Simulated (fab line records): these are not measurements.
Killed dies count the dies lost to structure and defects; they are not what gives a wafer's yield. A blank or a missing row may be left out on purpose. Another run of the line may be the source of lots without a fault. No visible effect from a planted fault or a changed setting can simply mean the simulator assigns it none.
Which tool did it? / flow sky130 / 12 lots with 36 wafers sampled at 5 steps, on a route of 708 steps

== WHAT THE GAUGES READ, wafer by wafer ==
SKY_SD_N_RS_MEAS_16: the measuring method here is four-point-probe. Usual: SD_N_RS gives 68.57 ohm/sq (standard deviation 0.1).
lot=L323; measured=day 27 21:52; on=film-metro-03; SD_N_RS (ohm/sq)=68.65 68.52 68.45; flag=
lot=L325; measured=day 28 19:05; on=film-metro-03; SD_N_RS (ohm/sq)=68.48 68.52 68.60; flag=
lot=L327; measured=day 29 08:44; on=film-metro-04; SD_N_RS (ohm/sq)=68.57 68.58 68.52; flag=
lot=L328; measured=day 29 12:06; on=film-metro-02; SD_N_RS (ohm/sq)=68.56 68.46 68.57; flag=
lot=L331; measured=day 30 16:38; on=film-metro-04; SD_N_RS (ohm/sq)=68.52 68.55 68.63; flag=
lot=L334; measured=day 31 15:00; on=film-metro-03; SD_N_RS (ohm/sq)=68.68 68.68 68.73; flag=
lot=L335; measured=day 32 03:50; on=film-metro-03; SD_N_RS (ohm/sq)=68.51 68.60 68.38; flag=
lot=L341; measured=day 34 05:08; on=film-metro-02; SD_N_RS (ohm/sq)=68.42 68.46 68.56; flag=
lot=L342; measured=day 34 09:42; on=film-metro-03; SD_N_RS (ohm/sq)=68.45 68.57 68.60; flag=
lot=L343; measured=day 34 16:52; on=film-metro-04; SD_N_RS (ohm/sq)=68.60 68.67 68.68; flag=
lot=L345; measured=day 35 07:51; on=film-metro-02; SD_N_RS (ohm/sq)=68.67 68.53 68.64; flag=
lot=L346; measured=day 35 19:32; on=film-metro-02; SD_N_RS (ohm/sq)=68.47 68.47 68.43; flag=

SKY_CONTACT_THK_MEAS_01. Usual: CONTACT_CVD_00_THK gives 74.9 nm (standard deviation 0.85).
lot=L323; measured=day 30 10:49; on=film-metro-01; CONTACT_CVD_00_THK (nm)=75.6 75.8 75.9; flag=
lot=L325; measured=day 31 06:17; on=film-metro-02; CONTACT_CVD_00_THK (nm)=73.9 74.7 74.6; flag=
lot=L327; measured=day 31 20:37; on=film-metro-02; CONTACT_CVD_00_THK (nm)=74.4 76.7 76.1; flag=
lot=L328; measured=day 31 23:35; on=film-metro-01; CONTACT_CVD_00_THK (nm)=74.9 76.5 76.1; flag=
lot=L331; measured=day 33 02:50; on=film-metro-02; CONTACT_CVD_00_THK (nm)=74.4 75.5 75.8; flag=
lot=L334; measured=day 34 00:08; on=film-metro-02; CONTACT_CVD_00_THK (nm)=73.9 74.8 75.5; flag=
lot=L335; measured=day 34 12:44; on=film-metro-01; CONTACT_CVD_00_THK (nm)=75.4 75.1 76.0; flag=
lot=L341; measured=day 36 12:21; on=film-metro-04; CONTACT_CVD_00_THK (nm)=73.4 72.6 74.5; flag=
lot=L342; measured=day 36 16:44; on=film-metro-01; CONTACT_CVD_00_THK (nm)=73.7 75.3 74.8; flag=
lot=L343; measured=day 36 23:59; on=film-metro-01; CONTACT_CVD_00_THK (nm)=74.7 74.1 74.5; flag=
lot=L345; measured=day 37 15:19; on=film-metro-01; CONTACT_CVD_00_THK (nm)=74.4 75.1 75.9; flag=
lot=L346; measured=day 38 02:22; on=film-metro-01; CONTACT_CVD_00_THK (nm)=74.8 75.0 75.0; flag=

== WHAT TOOL EACH LOT RAN ON (gives the tool, then ch and the chambers of the sampled wafers, and finally the start) ==
lot=L323; SKY_LDD_P_STRIP_10=plasma-asher-01 ch 0,1, day 18 22:25; SKY_LI_CONTACT_ETCH_15=rie-diel-04 ch 0,1,2, day 29 03:41; SKY_LI_CONTACT_STRIP_16=plasma-asher-01 ch 0,1, day 29 03:46
lot=L325; SKY_LDD_P_STRIP_10=plasma-asher-02 ch 0,1, day 19 22:11; SKY_LI_CONTACT_ETCH_15=rie-diel-02 ch 2,3, day 30 00:06; SKY_LI_CONTACT_STRIP_16=plasma-asher-04 ch 0,1, day 30 00:13
lot=L327; SKY_LDD_P_STRIP_10=plasma-asher-04 ch 0,1, day 20 14:26; SKY_LI_CONTACT_ETCH_15=rie-diel-02 ch 0,3, day 30 14:26; SKY_LI_CONTACT_STRIP_16=plasma-asher-02 ch 0,1, day 30 14:31
lot=L328; SKY_LDD_P_STRIP_10=plasma-asher-01 ch 0,1, day 20 17:53; SKY_LI_CONTACT_ETCH_15=rie-diel-02 ch 1,2, day 30 17:32; SKY_LI_CONTACT_STRIP_16=plasma-asher-01 ch 0,1, day 30 17:37
lot=L331; SKY_LDD_P_STRIP_10=plasma-asher-02 ch 0,1, day 22 00:29; SKY_LI_CONTACT_ETCH_15=rie-diel-02 ch 0,3, day 31 21:41; SKY_LI_CONTACT_STRIP_16=plasma-asher-04 ch 0,1, day 31 21:46
lot=L334; SKY_LDD_P_STRIP_10=plasma-asher-01 ch 1, day 23 01:04; SKY_LI_CONTACT_ETCH_15=rie-diel-02 ch 0,3, day 32 19:23; SKY_LI_CONTACT_STRIP_16=plasma-asher-01 ch 0,1, day 32 19:28
lot=L335; SKY_LDD_P_STRIP_10=plasma-asher-04 ch 0,1, day 23 15:53; SKY_LI_CONTACT_ETCH_15=rie-diel-01 ch 1,3, day 33 07:44; SKY_LI_CONTACT_STRIP_16=plasma-asher-01 ch 0,1, day 33 07:49
lot=L341; SKY_LDD_P_STRIP_10=plasma-asher-04 ch 0,1, day 25 22:04; SKY_LI_CONTACT_ETCH_15=rie-diel-04 ch 0,1,2, day 35 08:15; SKY_LI_CONTACT_STRIP_16=plasma-asher-02 ch 0,1, day 35 08:20
lot=L342; SKY_LDD_P_STRIP_10=plasma-asher-02 ch 0,1, day 26 03:50; SKY_LI_CONTACT_ETCH_15=rie-diel-01 ch 1,2, day 35 12:45; SKY_LI_CONTACT_STRIP_16=plasma-asher-01 ch 0, day 35 12:50
lot=L343; SKY_LDD_P_STRIP_10=plasma-asher-01 ch 0,1, day 26 09:58; SKY_LI_CONTACT_ETCH_15=rie-diel-04 ch 0,1,3, day 35 19:51; SKY_LI_CONTACT_STRIP_16=plasma-asher-04 ch 0,1, day 35 19:56
lot=L345; SKY_LDD_P_STRIP_10=plasma-asher-02 ch 0,1, day 27 03:17; SKY_LI_CONTACT_ETCH_15=rie-diel-04 ch 0,1,3, day 36 11:15; SKY_LI_CONTACT_STRIP_16=plasma-asher-01 ch 0,1, day 36 11:20
lot=L346; SKY_LDD_P_STRIP_10=plasma-asher-02 ch 0,1, day 27 15:14; SKY_LI_CONTACT_ETCH_15=rie-diel-02 ch 0,2,3, day 36 22:11; SKY_LI_CONTACT_STRIP_16=plasma-asher-01 ch 1, day 36 22:16
- SKY_LDD_P_STRIP_10: strips in O2/N2.
- SKY_LI_CONTACT_ETCH_15: etches PSG in C4F8/O2/Ar, stops on Si, target depth 600 nm.
- SKY_LI_CONTACT_STRIP_16: strips in O2/N2.

== AS READ BY THE TOOLS THEMSELVES (means over the sampled wafers that have a number; for cases with no such wafer, the mark the record gives instead) ==
SKY_LDD_P_STRIP_10. Usual: drypump-motor-current-A 5.5 A, standard deviation 0.37; oes-product-au 0.715 a.u., standard deviation 0.0042; strip-time-to-endpoint-s 14.18 s, standard deviation 0.035.
lot=L323; tool=plasma-asher-01; drypump-motor-current-A (A)=5.3; oes-product-au (a.u.)=0.712; strip-time-to-endpoint-s (s)=14.15; flag=
lot=L325; tool=plasma-asher-02; drypump-motor-current-A (A)=5.9; oes-product-au (a.u.)=0.712; strip-time-to-endpoint-s (s)=14.14; flag=
lot=L327; tool=plasma-asher-04; drypump-motor-current-A (A)=5.1; oes-product-au (a.u.)=0.713; strip-time-to-endpoint-s (s)=14.15; flag=
lot=L328; tool=plasma-asher-01; drypump-motor-current-A (A)=5.3; oes-product-au (a.u.)=0.716; strip-time-to-endpoint-s (s)=14.16; flag=
lot=L331; tool=plasma-asher-02; drypump-motor-current-A (A)=5.9; oes-product-au (a.u.)=0.717; strip-time-to-endpoint-s (s)=14.18; flag=
lot=L334; tool=plasma-asher-01; drypump-motor-current-A (A)=5.3; oes-product-au (a.u.)=0.715; strip-time-to-endpoint-s (s)=14.21; flag=
lot=L335; tool=plasma-asher-04; drypump-motor-current-A (A)=5.2; oes-product-au (a.u.)=0.715; strip-time-to-endpoint-s (s)=14.21; flag=
lot=L341; tool=plasma-asher-04; drypump-motor-current-A (A)=5.1; oes-product-au (a.u.)=0.714; strip-time-to-endpoint-s (s)=14.22; flag=
lot=L342; tool=plasma-asher-02; drypump-motor-current-A (A)=6.0; oes-product-au (a.u.)=0.717; strip-time-to-endpoint-s (s)=14.17; flag=
lot=L343; tool=plasma-asher-01; drypump-motor-current-A (A)=5.3; oes-product-au (a.u.)=0.716; strip-time-to-endpoint-s (s)=14.12; flag=
lot=L345; tool=plasma-asher-02; drypump-motor-current-A (A)=6.0; oes-product-au (a.u.)=0.719; strip-time-to-endpoint-s (s)=14.20; flag=
lot=L346; tool=plasma-asher-02; drypump-motor-current-A (A)=5.9; oes-product-au (a.u.)=0.714; strip-time-to-endpoint-s (s)=14.15; flag=

SKY_LI_CONTACT_ETCH_15. Usual: bias-w 1200 W, standard deviation 3; oes-product-au 0.837 a.u., standard deviation 0.0046.
lot=L323; tool=rie-diel-04; bias-w (W)=1199; oes-product-au (a.u.)=0.841; flag=
lot=L325; tool=rie-diel-02; bias-w (W)=1202; oes-product-au (a.u.)=0.836; flag=
lot=L327; tool=rie-diel-02; bias-w (W)=1199; oes-product-au (a.u.)=0.837; flag=
lot=L328; tool=rie-diel-02; bias-w (W)=1201; oes-product-au (a.u.)=0.837; flag=
lot=L331; tool=rie-diel-02; bias-w (W)=1073; oes-product-au (a.u.)=0.836; flag=OFF
lot=L334; tool=rie-diel-02; bias-w (W)=1072; oes-product-au (a.u.)=0.838; flag=OFF
lot=L335; tool=rie-diel-01; bias-w (W)=1198; oes-product-au (a.u.)=0.836; flag=
lot=L341; tool=rie-diel-04; bias-w (W)=1200; oes-product-au (a.u.)=0.837; flag=
lot=L342; tool=rie-diel-01; bias-w (W)=1197; oes-product-au (a.u.)=0.839; flag=
lot=L343; tool=rie-diel-04; bias-w (W)=1201; oes-product-au (a.u.)=0.838; flag=
lot=L345; tool=rie-diel-04; bias-w (W)=1200; oes-product-au (a.u.)=0.841; flag=
lot=L346; tool=rie-diel-02; bias-w (W)=1199; oes-product-au (a.u.)=0.837; flag=

SKY_LI_CONTACT_STRIP_16. Usual: drypump-motor-current-A 5.6 A, standard deviation 0.36; oes-product-au 0.377 a.u., standard deviation 0.0043; strip-time-to-endpoint-s 3.507 s, standard deviation 0.024.
lot=L323; tool=plasma-asher-01; drypump-motor-current-A (A)=5.3; oes-product-au (a.u.)=0.371; strip-time-to-endpoint-s (s)=3.500; flag=
lot=L325; tool=plasma-asher-04; drypump-motor-current-A (A)=5.2; oes-product-au (a.u.)=0.377; strip-time-to-endpoint-s (s)=3.522; flag=
lot=L327; tool=plasma-asher-02; drypump-motor-current-A (A)=6.0; oes-product-au (a.u.)=0.383; strip-time-to-endpoint-s (s)=3.513; flag=
lot=L328; tool=plasma-asher-01; drypump-motor-current-A (A)=5.3; oes-product-au (a.u.)=0.378; strip-time-to-endpoint-s (s)=3.488; flag=
lot=L331; tool=plasma-asher-04; drypump-motor-current-A (A)=5.2; oes-product-au (a.u.)=0.379; strip-time-to-endpoint-s (s)=3.578; flag=
lot=L334; tool=plasma-asher-01; drypump-motor-current-A (A)=5.3; oes-product-au (a.u.)=0.378; strip-time-to-endpoint-s (s)=3.578; flag=
lot=L335; tool=plasma-asher-01; drypump-motor-current-A (A)=5.3; oes-product-au (a.u.)=0.380; strip-time-to-endpoint-s (s)=3.539; flag=
lot=L341; tool=plasma-asher-02; drypump-motor-current-A (A)=6.0; oes-product-au (a.u.)=0.374; strip-time-to-endpoint-s (s)=3.488; flag=
lot=L342; tool=plasma-asher-01; drypump-motor-current-A (A)=5.2; oes-product-au (a.u.)=0.373; strip-time-to-endpoint-s (s)=3.506; flag=
lot=L343; tool=plasma-asher-04; drypump-motor-current-A (A)=5.2; oes-product-au (a.u.)=0.376; strip-time-to-endpoint-s (s)=3.489; flag=
lot=L345; tool=plasma-asher-01; drypump-motor-current-A (A)=5.3; oes-product-au (a.u.)=0.373; strip-time-to-endpoint-s (s)=3.488; flag=
lot=L346; tool=plasma-asher-01; drypump-motor-current-A (A)=5.4; oes-product-au (a.u.)=0.377; strip-time-to-endpoint-s (s)=3.490; flag=

== THE ANSWER, worked out from the rows above alone ==
Rule: a lot is off if the mean of its wafers that have a number lies more than 3 standard deviations from the usual mean. A lot without any number at a reading at which 4 lots or more have one is off too. Any other lot the step has rows for is counted as sound. After the gauges, taken in route order, come the tools' own readings; for these a lot's mean is taken, as printed above. The first step at which some lot is off is used, and at that step the reading that is off furthest; a lot without a number counts as furthest.
Off at SKY_LI_CONTACT_ETCH_15 (bias-w): L331, L334.
If a tool, at that step or one of the process steps before it, ran each lot that is off and ran no sound lot following the first of them, it fits. None of those tried fits.

== WHAT THE SIMULATOR HAD PUT IN ==
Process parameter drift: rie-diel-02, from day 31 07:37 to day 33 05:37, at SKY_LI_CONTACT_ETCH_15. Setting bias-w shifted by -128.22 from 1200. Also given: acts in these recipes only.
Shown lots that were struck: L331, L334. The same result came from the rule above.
